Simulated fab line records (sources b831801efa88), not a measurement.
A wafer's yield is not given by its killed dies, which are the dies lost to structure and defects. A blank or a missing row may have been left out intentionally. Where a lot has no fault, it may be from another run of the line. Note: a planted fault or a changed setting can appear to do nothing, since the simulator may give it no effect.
fab line records -- flow sky130
record lots=6, wafers=18, lastDay=50
route steps=708 shown NWELL@66 PWDE@84 VT_ADJUST_HVTP@85 VT_ADJUST_LVTN@97
lots that met no fault: taken from a fault-free run of the same line
startH: the number of hours between the record's first day and the start of the first shown wafer of the lot -- waitH: hours since the lot's step before -- " the same as in the row above -- L1.1+2: several wafers, shown together as one row -- - no value, or no start was given -- * or withheld: withheld -- < > ~ a bound
route shown NAME@n: NAME is a module with steps in the file, n the number in the route of the first one -- usual: average and standard deviation across the fault-free wafers -- same: alike in all rows -- chamber/n: place in a boat -- sites: the reading at each site -- _std_site: standard deviation of those values -- _edge_site: outer sites' mean less inner sites' -- radiusMm: for every site, how far away it sits from the centre of the wafer -- mask NAME#n: copy n -- behind: the last tool/chamber to shape the wafer -- hold: why the lot was held/for how many hours/how that ended -- device: transistor that didn't switch, given as n, p or np -- end of line: tests of these same wafers at the route's end -- a step given without rows: its recipe and nothing more -- killed: not the wafer's yield, but the dies lost to structure and defects at the first sort -- map: the dies of a wafer, with x for killed, . for not killed, _ for no die there
set.NAME: setting as actually run; set.NAME@STEP: the setting as run at that earlier step -- model.NAME: the simulator's own value behind a step, which no gauge read
lots seen at some steps along the route; tables by step, rows by wafer
services: the hour from which a tool's chamber was out of use, counted from the record's first day as startH (under 0 if before that day), plus the number of hours and why
## steps
# step SKY_NWELL_IMPLANT_13
# recipe species=P, energyKev=50, doseCm2=7e+11, tiltDeg=withheld
# step SKY_NWELL_STRIP_14
# recipe chemistry=O2/N2, powerW=1400, pressureMtorr=1500, platenTempC=withheld, o2FlowSccm=3000, n2FlowSccm=300, overashFraction=0.5
# usual chamberPressureMTorr=1500.0/1.4, drypumpMotorCurrentA=5.8/0.59, o2FlowSccm=2999/8.5, oesProductAu=0.723/0.0042, stripTimeToEndpointS=36.68/0.087
lot.wafer,tool,chamber,startH,waitH,chamberPressureMTorr,drypumpMotorCurrentA,o2FlowSccm,oesProductAu,rfHoursCounterH,stripTimeToEndpointS
L306.1,plasmaAsher-04,0,100.52,0.1,1500.6,6.5,3007,0.724,39,36.73
L306.2,plasmaAsher-04,1,100.52,0.1,1500.2,6.2,2999,0.721,39,36.72
L306.4,plasmaAsher-04,1,100.52,0.1,1500.1,6.2,3001,0.727,-,36.59
L309.3,plasmaAsher-01,0,114.81,0.1,1499.5,4.8,3007,0.724,-,36.67
L309.4,plasmaAsher-01,1,114.81,0.1,1498.7,6.2,3005,0.716,-,36.80
L309.5,plasmaAsher-01,0,114.81,0.1,1496.7,4.8,2998,0.725,-,36.77
L310.2,plasmaAsher-03,0,121.02,0.1,1500.1,5.8,2997,0.720,0,36.69
L310.5,plasmaAsher-03,1,121.02,0.1,1498.9,5.5,3006,0.720,-,36.63
L310.6,plasmaAsher-03,0,121.02,0.1,1500.1,5.8,2997,0.718,-,36.65
L312.1,plasmaAsher-04,0,136.47,0.1,1500.1,6.4,2995,0.717,43,36.67
L312.2,plasmaAsher-04,1,136.47,0.1,1498.7,6.2,2995,0.726,43,36.68
L312.4,plasmaAsher-04,1,136.47,0.1,1500.9,6.2,2991,0.718,-,36.64
L322.1,plasmaAsher-01,0,193.39,0.1,1499.6,4.8,2988,0.730,52,36.63
L322.2,plasmaAsher-01,1,193.39,0.1,1501.5,6.2,2994,0.724,52,36.58
L322.6,plasmaAsher-01,0,193.39,0.1,1499.6,4.8,2983,0.721,-,36.58
L327.1,plasmaAsher-01,1,222.57,0.1,1498.9,6.2,3000,0.727,55,36.69
L327.3,plasmaAsher-01,1,222.57,0.1,1499.9,6.2,2998,0.726,-,36.74
L327.5,plasmaAsher-01,1,222.57,0.1,1499.7,6.2,2994,0.725,-,36.75
# step SKY_NWELL_TW_MEAS_15
# usual NWELL_TW=1812/19
lot.wafer,tool,chamber,startH,waitH,NWELL_TW
L306.1,filmMetro-01,-,100.62,0.1,1827
L306.2,filmMetro-01,-,100.62,0.1,1827
L306.4,filmMetro-01,-,100.62,0.1,1832
L309.3,filmMetro-01,-,114.89,0.1,1833
L309.4,filmMetro-01,-,114.89,0.1,1822
L309.5,filmMetro-01,-,114.89,0.1,1812
L310.2,filmMetro-01,-,121.13,0.1,1815
L310.5,filmMetro-01,-,121.13,0.1,1826
L310.6,filmMetro-01,-,121.13,0.1,1819
L312.1,filmMetro-02,-,136.57,0.1,1802
L312.2,filmMetro-02,-,136.57,0.1,1809
L312.4,filmMetro-02,-,136.57,0.1,1800
L322.1,filmMetro-03,-,193.49,0.1,1799
L322.2,filmMetro-03,-,193.49,0.1,1791
L322.6,filmMetro-03,-,193.49,0.1,1806
L327.1,filmMetro-03,-,222.67,0.1,1783
L327.3,filmMetro-03,-,222.67,0.1,1777
L327.5,filmMetro-03,-,222.67,0.1,1779
# step SKY_NWELL_DEHYDRATE_16
# recipe tempC=200, timeS=60
# step SKY_NWELL_HMDS_17
# recipe primeTimeS=60, primeTempC=120
# step SKY_NWELL_COAT_18
# recipe spinRpm=2000, resistThkNm=3000
# step SKY_NWELL_SOFTBAKE_19
# recipe tempC=110, timeS=withheld
# step SKY_NWELL_EXPOSE_20
# recipe maskId=NWM_COMPLEMENT, na=0.6, sourceShape=conventional, sigmaOuter=0.6, polarization=unpolarized, targetCdNm=840, doseMj=260
# step SKY_NWELL_PEB_21
# recipe tempC=115, timeS=withheld
# step SKY_NWELL_DEVELOP_22
# recipe wallAngleDeg=90, developer=TMAH, developTimeS=60, devTempC=23
# step SKY_NWELL_OVL_MEAS_23
# usual NWELL_01_OVL=-0.3/1.3
lot.wafer,tool,chamber,startH,waitH,NWELL_01_OVL[nm]
L306.1,overlay-01,-,119.06,-,-0.4
L306.2,overlay-01,-,119.06,-,0.9
L306.4,overlay-01,-,119.06,-,1.7
L309.3,overlay-02,-,133.38,-,0.7
L309.4,overlay-02,-,133.38,-,1.0
L309.5,overlay-02,-,133.38,-,0.9
L310.2,overlay-01,-,138.82,-,-2.8
L310.5,overlay-01,-,138.82,-,-1.9
L310.6,overlay-01,-,138.82,-,-0.7
L312.1,overlay-01,-,155.75,-,-1.6
L312.2,overlay-01,-,155.75,-,-1.9
L312.4,overlay-01,-,155.75,-,-2.2
L322.1,overlay-02,-,214.09,-,-1.7
L322.2,overlay-02,-,214.09,-,-1.2
L322.6,overlay-02,-,214.09,-,-3.6
L327.1,overlay-02,-,244.59,-,1.2
L327.3,overlay-02,-,244.59,-,-0.9
L327.5,overlay-02,-,244.59,-,-2.3
# step SKY_NWELL_IMPLANT_24
# recipe species=B, energyKev=140, doseCm2=9.2e+12, tiltDeg=withheld
# step SKY_NWELL_STRIP_25
# recipe chemistry=O2/N2, powerW=1400, pressureMtorr=1500, platenTempC=withheld, o2FlowSccm=3000, n2FlowSccm=300, overashFraction=0.5
# usual chamberPressureMTorr=1499.9/2, drypumpMotorCurrentA=5.8/0.57, o2FlowSccm=2999/8.4, oesProductAu=0.723/0.0047, stripTimeToEndpointS=36.94/0.11
lot.wafer,tool,chamber,startH,waitH,chamberPressureMTorr,drypumpMotorCurrentA,o2FlowSccm,oesProductAu,rfHoursCounterH,stripTimeToEndpointS,model.coat_of_NWELL_COAT_18.thkNm
L306.1,plasmaAsher-01,1,119.25,0.1,1500.0,6.2,3003,0.719,44,36.78,0
L306.2,plasmaAsher-01,0,119.25,0.1,1499.0,4.8,2988,0.716,44,36.84,0
L306.4,plasmaAsher-01,1,119.25,0.1,1502.1,6.2,3005,0.726,-,36.89,0
L309.3,plasmaAsher-01,0,133.58,0.1,-,-,-,-,-,-,2999
L309.4,plasmaAsher-01,1,133.58,0.1,-,-,-,-,-,-,3003
L309.5,plasmaAsher-01,0,133.58,0.1,-,-,-,-,-,-,3005
L310.2,plasmaAsher-03,0,139.00,0.1,-,-,-,-,-,-,2988
L310.5,plasmaAsher-03,0,139.00,0.1,-,-,-,-,-,-,2991
L310.6,plasmaAsher-03,1,139.00,0.1,-,-,-,-,-,-,2995
L312.1,plasmaAsher-01,1,155.94,0.1,1499.5,6.2,3007,0.715,48,36.99,0
L312.2,plasmaAsher-01,0,155.94,0.1,1500.0,4.8,3001,0.722,48,36.81,0
L312.4,plasmaAsher-01,1,155.94,0.1,1502.3,6.2,3005,0.712,-,36.92,0
L322.1,plasmaAsher-01,0,214.27,0.1,1500.3,4.8,2996,0.717,54,36.99,0
L322.2,plasmaAsher-01,1,214.27,0.1,1501.9,6.2,2984,0.723,54,36.97,0
L322.6,plasmaAsher-01,1,214.27,0.1,1499.7,6.3,2983,0.728,-,37.03,0
L327.1,plasmaAsher-03,0,244.77,0.1,1500.8,5.8,3005,0.714,13,36.94,0
L327.3,plasmaAsher-03,1,244.77,0.1,1499.8,5.5,3003,0.715,-,36.89,0
L327.5,plasmaAsher-03,1,244.77,0.1,1501.9,5.5,2990,0.720,-,37.01,0
# step SKY_NWELL_TW_MEAS_26
# usual NWELL_2_TW=495/5
lot.wafer,tool,chamber,startH,waitH,NWELL_2_TW
L306.1,filmMetro-03,-,119.35,0.1,488
L306.2,filmMetro-03,-,119.35,0.1,490
L306.4,filmMetro-03,-,119.35,0.1,489
L309.3,filmMetro-01,-,133.67,0.1,499
L309.4,filmMetro-01,-,133.67,0.1,499
L309.5,filmMetro-01,-,133.67,0.1,502
L310.2,filmMetro-01,-,139.11,0.1,499
L310.5,filmMetro-01,-,139.11,0.1,499
L310.6,filmMetro-01,-,139.11,0.1,498
L312.1,filmMetro-02,-,156.04,0.1,495
L312.2,filmMetro-02,-,156.04,0.1,494
L312.4,filmMetro-02,-,156.04,0.1,494
L322.1,filmMetro-02,-,214.37,0.1,495
L322.2,filmMetro-02,-,214.37,0.1,494
L322.6,filmMetro-02,-,214.37,0.1,496
L327.1,filmMetro-03,-,244.87,0.1,490
L327.3,filmMetro-03,-,244.87,0.1,489
L327.5,filmMetro-03,-,244.87,0.1,490
# step SKY_NWELL_CLEAN_27
# recipe chemistry=SC1/SC2, mix=1:4:20, tempC=70, timeS=150, dry=n2Spin
# step SKY_NWELL_RTA_28
# recipe tempC=1050, timeS=30, idleTempC=650, rampUpCPerS=150, rampDownCPerS=90, ambient=N2
# usual lampPowerPct=25.30/0.054, wafer_temp_C_max=1054.9/0.96
lot.wafer,tool,chamber,startH,waitH,lampPowerPct,wafer_temp_C_max
L306.1,rtpAnneal-01,0,119.51,0.0,25.41,1056.2
L306.2,rtpAnneal-01,0,119.51,0.0,25.26,1054.3
L306.4,rtpAnneal-01,0,119.51,0.0,25.26,1053.5
L309.3,rtpAnneal-01,0,133.80,0.0,25.20,1054.3
L309.4,rtpAnneal-01,0,133.80,0.0,25.30,1053.8
L309.5,rtpAnneal-01,0,133.80,0.0,25.27,1055.7
L310.2,rtpAnneal-01,0,139.23,0.0,25.26,1055.5
L310.5,rtpAnneal-01,0,139.23,0.0,25.24,1054.7
L310.6,rtpAnneal-01,0,139.23,0.0,25.16,1054.3
L312.1,rtpAnneal-02,0,156.15,0.0,25.32,1055.4
L312.2,rtpAnneal-02,0,156.15,0.0,25.27,1054.2
L312.4,rtpAnneal-02,0,156.15,0.0,25.29,1054.2
L322.1,rtpAnneal-02,0,214.48,0.0,25.28,1054.1
L322.2,rtpAnneal-02,0,214.48,0.0,25.33,1056.1
L322.6,rtpAnneal-02,0,214.48,0.0,25.30,1054.3
L327.1,rtpAnneal-01,0,244.99,0.0,25.27,1054.9
L327.3,rtpAnneal-01,0,244.99,0.0,25.41,1054.1
L327.5,rtpAnneal-01,0,244.99,0.0,25.33,1054.8
# step SKY_NWELL_RS_MEAS_29
# recipe thkMeasGauge=four-point-probe
# usual NWELL_RS=624.3/1.9
lot.wafer,tool,chamber,startH,waitH,NWELL_RS[ohm/sq]
L306.1,filmMetro-03,-,119.61,0.1,620.9
L306.2,filmMetro-03,-,119.61,0.1,621.0
L306.4,filmMetro-03,-,119.61,0.1,621.4
L309.3,filmMetro-03,-,133.90,0.1,623.6
L309.4,filmMetro-03,-,133.90,0.1,621.6
L309.5,filmMetro-03,-,133.90,0.1,622.7
L310.2,filmMetro-02,-,139.33,0.1,626.1
L310.5,filmMetro-02,-,139.33,0.1,624.3
L310.6,filmMetro-02,-,139.33,0.1,626.2
L312.1,filmMetro-03,-,156.25,0.1,624.9
L312.2,filmMetro-03,-,156.25,0.1,624.0
L312.4,filmMetro-03,-,156.25,0.1,623.9
L322.1,filmMetro-02,-,214.58,0.1,624.8
L322.2,filmMetro-02,-,214.58,0.1,625.0
L322.6,filmMetro-02,-,214.58,0.1,625.9
L327.1,filmMetro-02,-,245.09,0.1,623.5
L327.3,filmMetro-02,-,245.09,0.1,625.0
L327.5,filmMetro-02,-,245.09,0.1,624.8
# step SKY_NWELL_RS_MEAS_31
# recipe thkMeasGauge=four-point-probe
# usual PWDE_RS=5273/16
lot.wafer,tool,chamber,startH,waitH,PWDE_RS[ohm/sq]
L306.1,filmMetro-03,-,119.85,0.1,5247
L306.2,filmMetro-03,-,119.85,0.1,5238
L306.4,filmMetro-03,-,119.85,0.1,5239
L309.3,filmMetro-03,-,134.14,0.1,5286
L309.4,filmMetro-03,-,134.14,0.1,5291
L309.5,filmMetro-03,-,134.14,0.1,5277
L310.2,filmMetro-02,-,139.57,0.1,5271
L310.5,filmMetro-02,-,139.57,0.1,5255
L310.6,filmMetro-02,-,139.57,0.1,5241
L312.1,filmMetro-03,-,156.49,0.1,5288
L312.2,filmMetro-03,-,156.49,0.1,5278
L312.4,filmMetro-03,-,156.49,0.1,5273
L322.1,filmMetro-02,-,214.82,0.1,5284
L322.2,filmMetro-02,-,214.82,0.1,5268
L322.6,filmMetro-02,-,214.82,0.1,5283
L327.1,filmMetro-02,-,245.33,0.1,5291
L327.3,filmMetro-02,-,245.33,0.1,5284
L327.5,filmMetro-02,-,245.33,0.1,5283
# step SKY_VT_ADJUST_HVTP_DEHYDRATE_00
# recipe tempC=200, timeS=60
# step SKY_VT_ADJUST_HVTP_HMDS_01
# recipe primeTimeS=60, primeTempC=120
# step SKY_VT_ADJUST_HVTP_COAT_02
# recipe resist=NOVOLAK, spinRpm=3000, resistThkNm=1140
# step SKY_VT_ADJUST_HVTP_SOFTBAKE_03
# recipe tempC=90, timeS=60, resist=NOVOLAK
# step SKY_VT_ADJUST_HVTP_EXPOSE_04
# recipe maskId=HVTPM, na=0.6, sourceShape=conventional, sigmaOuter=0.6, polarization=unpolarized, targetCdNm=380, doseMj=140
# step SKY_VT_ADJUST_HVTP_PEB_05
# recipe tempC=withheld, timeS=*, resist=NOVOLAK
# step SKY_VT_ADJUST_HVTP_DEVELOP_06
# recipe resist=NOVOLAK, developer=TMAH, developTimeS=60, devTempC=24.09
# step SKY_VT_ADJUST_HVTP_CD_MEAS_07
# recipe targetCdNm=380
# usual cdNm=380.9/2.7
lot.wafer,tool,chamber,startH,waitH,cdNm
L306.1,cdSem-02,-,137.78,0.1,376.5
L306.2,cdSem-02,-,137.78,0.1,376.9
L306.4,cdSem-02,-,137.78,0.1,379.3
L309.3,cdSem-01,-,153.15,0.1,385.3
L309.4,cdSem-01,-,153.15,0.1,382.9
L309.5,cdSem-01,-,153.15,0.1,385.4
L310.2,cdSem-01,-,158.33,0.1,382.3
L310.5,cdSem-01,-,158.33,0.1,377.1
L310.6,cdSem-01,-,158.33,0.1,381.0
L312.1,cdSem-01,-,176.18,0.1,380.0
L312.2,cdSem-01,-,176.18,0.1,378.9
L312.4,cdSem-01,-,176.18,0.1,379.5
L322.1,cdSem-01,-,236.13,0.1,383.9
L322.2,cdSem-01,-,236.13,0.1,384.8
L322.6,cdSem-01,-,236.13,0.1,382.4
L327.1,cdSem-02,-,269.10,0.1,376.1
L327.3,cdSem-02,-,269.10,0.1,377.4
L327.5,cdSem-02,-,269.10,0.1,380.0
# step SKY_VT_ADJUST_HVTP_OVL_MEAS_08
# usual VT_ADJUST_HVTP_OVL=-1.3/1.3
lot.wafer,tool,chamber,startH,waitH,VT_ADJUST_HVTP_OVL[nm]
L306.1,overlay-01,-,137.90,0.1,-4.7
L306.2,overlay-01,-,137.90,0.1,-2.6
L306.4,overlay-01,-,137.90,0.1,-0.5
L309.3,overlay-02,-,153.25,0.1,-3.5
L309.4,overlay-02,-,153.25,0.1,-3.3
L309.5,overlay-02,-,153.25,0.1,-2.2
L310.2,overlay-02,-,158.44,0.1,-2.8
L310.5,overlay-02,-,158.44,0.1,-1.3
L310.6,overlay-02,-,158.44,0.1,-1.4
L312.1,overlay-02,-,176.30,0.1,-1.4
L312.2,overlay-02,-,176.30,0.1,-1.7
L312.4,overlay-02,-,176.30,0.1,-1.4
L322.1,overlay-02,-,236.25,0.1,-3.1
L322.2,overlay-02,-,236.25,0.1,-2.1
L322.6,overlay-02,-,236.25,0.1,-3.6
L327.1,overlay-01,-,269.22,0.1,-2.4
L327.3,overlay-01,-,269.22,0.1,-1.0
L327.5,overlay-01,-,269.22,0.1,1.0
# step SKY_VT_ADJUST_HVTP_IMPLANT_09
# recipe species=As, energyKev=150, doseCm2=4.3e+12, tiltDeg=withheld
# step SKY_VT_ADJUST_HVTP_STRIP_10
# recipe chemistry=O2/N2, powerW=1400, pressureMtorr=1500, platenTempC=withheld, o2FlowSccm=3000, n2FlowSccm=300, overashFraction=0.5
# usual chamberPressureMTorr=1500.1/1.4, drypumpMotorCurrentA=5.6/0.32, o2FlowSccm=2999/8.3, oesProductAu=0.715/0.0047, stripTimeToEndpointS=14.16/0.042
lot.wafer,tool,chamber,startH,waitH,chamberPressureMTorr,drypumpMotorCurrentA,o2FlowSccm,oesProductAu,rfHoursCounterH,stripTimeToEndpointS
L306.1,plasmaAsher-02,1,138.09,0.1,1500.0,5.8,2998,0.716,33,14.12
L306.2,plasmaAsher-02,0,138.09,0.1,1502.5,5.6,3001,0.721,33,14.13
L306.4,plasmaAsher-02,0,138.09,0.1,1501.2,5.6,2997,0.719,-,14.17
L309.3,plasmaAsher-01,1,153.45,0.1,1501.1,6.2,2988,0.718,-,58.67
L309.4,plasmaAsher-01,0,153.45,0.1,1500.5,4.8,3005,0.737,-,58.74
L309.5,plasmaAsher-01,1,153.45,0.1,1501.1,6.2,3005,0.714,-,58.81
L310.2,plasmaAsher-02,0,158.62,0.1,1499.8,5.6,2995,0.724,35,58.57
L310.5,plasmaAsher-02,1,158.62,0.1,1501.1,5.8,3010,0.726,-,58.61
L310.6,plasmaAsher-02,0,158.62,0.1,1499.4,5.6,2990,0.727,-,58.62
L312.1,plasmaAsher-02,0,176.49,0.1,1501.4,5.6,2992,0.713,37,14.19
L312.2,plasmaAsher-02,1,176.49,0.1,1499.8,5.8,2987,0.712,37,14.19
L312.4,plasmaAsher-02,0,176.49,0.1,1500.5,5.6,3003,0.711,-,14.21
L322.1,plasmaAsher-02,1,236.44,0.1,1502.9,5.8,3001,0.712,42,14.14
L322.2,plasmaAsher-02,0,236.44,0.1,1499.2,5.6,3001,0.713,42,14.19
L322.6,plasmaAsher-02,0,236.44,0.1,1500.7,5.6,3000,0.719,-,14.19
L327.1,plasmaAsher-02,0,269.41,0.1,1500.5,5.6,2998,0.714,45,14.17
L327.3,plasmaAsher-02,0,269.41,0.1,1496.9,5.6,2984,0.718,-,14.16
L327.5,plasmaAsher-02,1,269.41,0.1,1500.0,5.8,3001,0.709,-,14.13
# step SKY_VT_ADJUST_HVTP_TW_MEAS_11
# usual VT_ADJUST_HVTP_TW=1345/11
lot.wafer,tool,chamber,startH,waitH,VT_ADJUST_HVTP_TW
L306.1,filmMetro-02,-,138.19,0.1,1339
L306.2,filmMetro-02,-,138.19,0.1,1345
L306.4,filmMetro-02,-,138.19,0.1,1343
L309.3,filmMetro-04,-,153.54,0.1,30
L309.4,filmMetro-04,-,153.54,0.1,30
L309.5,filmMetro-04,-,153.54,0.1,30
L310.2,filmMetro-02,-,158.73,0.1,30
L310.5,filmMetro-02,-,158.73,0.1,30
L310.6,filmMetro-02,-,158.73,0.1,30
L312.1,filmMetro-03,-,176.59,0.1,1335
L312.2,filmMetro-03,-,176.59,0.1,1335
L312.4,filmMetro-03,-,176.59,0.1,1344
L322.1,filmMetro-03,-,236.54,0.1,1324
L322.2,filmMetro-03,-,236.54,0.1,1313
L322.6,filmMetro-03,-,236.54,0.1,1322
L327.1,filmMetro-04,-,269.51,0.1,1343
L327.3,filmMetro-04,-,269.51,0.1,1338
L327.5,filmMetro-04,-,269.51,0.1,1340
# step SKY_VT_ADJUST_LVTN_DEHYDRATE_00
# recipe tempC=200, timeS=60
## services
tool,chamber,startH,hours,kind
plasmaAsher-03,-,108.75,9.0,pm
plasmaAsher-03,0,108.75,9.0,ventCycle
plasmaAsher-03,1,108.75,9.0,ventCycle
plasmaAsher-03,0,117.75,-,clean
plasmaAsher-03,1,117.75,-,clean
## key
firstSign step=SKY_NWELL_STRIP_25, reading=toolRecord, direction=missing
effect step=SKY_VT_ADJUST_HVTP_STRIP_10, reading=stripTimeToEndpointS, direction=up, sigmas=99+, usual=*, struck=*
effect step=SKY_VT_ADJUST_HVTP_TW_MEAS_11, reading=VT_ADJUST_HVTP_TW, direction=down, sigmas=99+, usual=1345, struck=30
modelEffect step=SKY_NWELL_STRIP_25, value=coat_of_NWELL_COAT_18.thkNm, without=0, struck=2997
metAt SKY_NWELL_STRIP_25
struckWafers L309.3,L309.4,L309.5,L310.2,L310.5,L310.6
sortLeftOut L309.3,L309.4,L309.5,L310.2,L310.5,L310.6
testerLeftOut L309,L310
onsetBetween 119.25 133.58
fault kind=skippedStepWhole, tool=plasmaAsher-01,plasmaAsher-03, chamber=-, onsetH=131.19, steps=SKY_NWELL_STRIP_25, scope=struckLotsOnly
# testerLeftOut: of these lots the tester's yield and bins aren't shown, on N5 and GAA mostly nor the transistor test; their killed dies are dies lost to structure and defects alone, not to doping, threshold or leakage, so they don't give the yield
# sortLeftOut: the simulated sort isn't trusted on such a fault, so these wafers' sort isn't shown, and their yield isn't known
